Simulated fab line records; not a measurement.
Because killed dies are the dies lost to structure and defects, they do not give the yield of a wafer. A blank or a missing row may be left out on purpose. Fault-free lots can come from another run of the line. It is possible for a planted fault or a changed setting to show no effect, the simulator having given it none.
Matching of chambers || flow sky130 || 4 sister chambers for SKY_VIA4_CMP_21 on cmp-01
The step polishes, stops on SiO2, t overpolish 25 s, target thk 0 nm. 14 wafers are shown with their chamber, then 7 later ones without.

== WAFERS WITH THEIR CHAMBER ==
{"wafer": "L561.3", "chamber": 0, "motorCurrentA (A)": 11.7, "timeToEndpointS (s)": 119, "overpolishRunS (s)": 24.986}
{"wafer": "L561.4", "chamber": 1, "motorCurrentA (A)": 9.1, "timeToEndpointS (s)": 126, "overpolishRunS (s)": 25.000}
{"wafer": "L561.5", "chamber": 3, "motorCurrentA (A)": 11.3, "timeToEndpointS (s)": 126, "overpolishRunS (s)": 24.990}
{"wafer": "L570.1", "chamber": 0, "motorCurrentA (A)": 11.6, "timeToEndpointS (s)": 125, "overpolishRunS (s)": 24.993}
{"wafer": "L570.2", "chamber": 3, "motorCurrentA (A)": 11.2, "timeToEndpointS (s)": 125, "overpolishRunS (s)": 25.002}
{"wafer": "L570.4", "chamber": 1, "motorCurrentA (A)": 9.2, "timeToEndpointS (s)": 125, "overpolishRunS (s)": 25.006}
{"wafer": "L571.1", "chamber": 1, "motorCurrentA (A)": 9.1, "timeToEndpointS (s)": 126, "overpolishRunS (s)": 25.026}
{"wafer": "L571.4", "chamber": 0, "motorCurrentA (A)": 11.3, "timeToEndpointS (s)": 119, "overpolishRunS (s)": 24.983}
{"wafer": "L571.6", "chamber": 3, "motorCurrentA (A)": 11.6, "timeToEndpointS (s)": 125, "overpolishRunS (s)": 24.999}
{"wafer": "L573.1", "chamber": 2, "motorCurrentA (A)": 10.0, "timeToEndpointS (s)": 119, "overpolishRunS (s)": 25.000}
{"wafer": "L573.2", "chamber": 1, "motorCurrentA (A)": 9.6, "timeToEndpointS (s)": 121, "overpolishRunS (s)": 24.984}
{"wafer": "L573.3", "chamber": 0, "motorCurrentA (A)": 11.6, "timeToEndpointS (s)": 124, "overpolishRunS (s)": 25.008}
{"wafer": "L574.1", "chamber": 2, "motorCurrentA (A)": 10.4, "timeToEndpointS (s)": 118, "overpolishRunS (s)": 24.990}
{"wafer": "L574.4", "chamber": 0, "motorCurrentA (A)": 11.5, "timeToEndpointS (s)": 121, "overpolishRunS (s)": 25.000}

SIGNATURES, as means of the wafers listed above
{"reading": "motorCurrentA", "chamber 0": 11.540, "chamber 1": 9.250, "chamber 2": 10.200, "chamber 3": 11.367, "scatter within a chamber": 0.207}
{"reading": "timeToEndpointS", "chamber 0": 121.60, "chamber 1": 124.50, "chamber 2": 118.50, "chamber 3": 125.33, "scatter within a chamber": 2.22}
{"reading": "overpolishRunS", "chamber 0": 24.99400, "chamber 1": 25.00400, "chamber 2": 24.99500, "chamber 3": 24.99700, "scatter within a chamber": 0.012}
Rule: for each reading, subtract the chamber's mean from the wafer's reading, divide by that reading's scatter and square the result; add these up over the readings and take the root, which gives the wafer's distance from the chamber. If the next closest chamber is less than 2 further off than the closest, the wafer can't be placed; otherwise it belongs to the closest. The scatter: the root of (the sum of the squares of (reading less its chamber's mean) over the shown wafers, divided by (wafers less chambers)).

== WAFERS MISSING THEIR CHAMBER ==
{"wafer": "L574.5", "motorCurrentA (A)": 11.7, "timeToEndpointS (s)": 117, "overpolishRunS (s)": 24.996}
{"wafer": "L575.2", "motorCurrentA (A)": 10.2, "timeToEndpointS (s)": 121, "overpolishRunS (s)": 25.018}
{"wafer": "L575.3", "motorCurrentA (A)": 9.1, "timeToEndpointS (s)": 122, "overpolishRunS (s)": 24.997}
{"wafer": "L575.4", "motorCurrentA (A)": 11.8, "timeToEndpointS (s)": 123, "overpolishRunS (s)": 25.004}
{"wafer": "L576.1", "motorCurrentA (A)": 9.5, "timeToEndpointS (s)": 129, "overpolishRunS (s)": 25.007}
{"wafer": "L576.3", "motorCurrentA (A)": 12.0, "timeToEndpointS (s)": 123, "overpolishRunS (s)": 24.991}
{"wafer": "L576.4", "motorCurrentA (A)": 11.0, "timeToEndpointS (s)": 127, "overpolishRunS (s)": 25.006}

== WHICH CHAMBER EACH WENT THROUGH ==
{"wafer": "L574.5", "from the rows above": "can't be placed: 0 or 3", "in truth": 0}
{"wafer": "L575.2", "from the rows above": 2, "in truth": 2}
{"wafer": "L575.3", "from the rows above": 1, "in truth": 1}
{"wafer": "L575.4", "from the rows above": "can't be placed: 0 or 3", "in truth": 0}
{"wafer": "L576.1", "from the rows above": 1, "in truth": 1}
{"wafer": "L576.3", "from the rows above": "can't be placed: 0 or 3", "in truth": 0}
{"wafer": "L576.4", "from the rows above": "can't be placed: 3 or 0", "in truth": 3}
Correctly placed: 3 of 7. From these rows, 4 cannot be placed; in 4 the true chamber is one of the candidates. 0 placed wrongly.
